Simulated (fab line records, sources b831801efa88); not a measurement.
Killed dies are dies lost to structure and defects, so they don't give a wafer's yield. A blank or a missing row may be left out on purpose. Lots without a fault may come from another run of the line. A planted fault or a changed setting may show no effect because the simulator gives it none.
Chamber matching | flow gf180mcu | GF_V1_CVD_02 on pecvd-02: 3 sister chambers
The step deposits SiO2 from TEOS, target thk 850 nm, time 94.851 s. 3 wafers are shown with their chamber, then 9 later ones without.

WAFERS WITH THEIR CHAMBER
wafer  | chamber | heater_power_w (W)
L085.1 | 1       | 1062
L085.2 | 2       | 638
L085.4 | 0       | 717

WAFERS WITHOUT THEIR CHAMBER
wafer  | heater_power_w (W)
L087.1 | 950
L087.2 | 526
L087.4 | 1021
L089.2 | 726
L089.4 | 1029
L089.6 | 591
L094.1 | 894
L094.2 | 724
L094.3 | 516

WHICH CHAMBER EACH WENT THROUGH
wafer  | from the rows above          | in truth
L087.1 | can't be placed: 1 or 0      | 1
L087.2 | can't be placed: 2 or 0      | 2
L087.4 | 1                            | 1
L089.2 | can't be placed: 0 or 2      | 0
L089.4 | 1                            | 1
L089.6 | can't be placed: 2 or 0      | 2
L094.1 | can't be placed: 1 or 0 or 2 | 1
L094.2 | can't be placed: 0 or 2      | 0
L094.3 | can't be placed: 2 or 0      | 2
Placed correctly: 2 of 9. Can't be placed from these rows: 7 (the true chamber is among the candidates in 7). Placed wrongly: 0.
How it was worked out, from the rows above alone: a wafer's distance from a chamber is the root of the sum, over the readings, of the square of ((its reading less the chamber's mean) divided by the reading's scatter). The wafer belongs to the nearest chamber; if the next one is less than 2 further off, it can't be placed. A chamber's mean is the mean of its shown wafers. The scatter: with one shown wafer a chamber, the root of the mean of the squares of how far each hidden wafer lies from its nearest shown one.
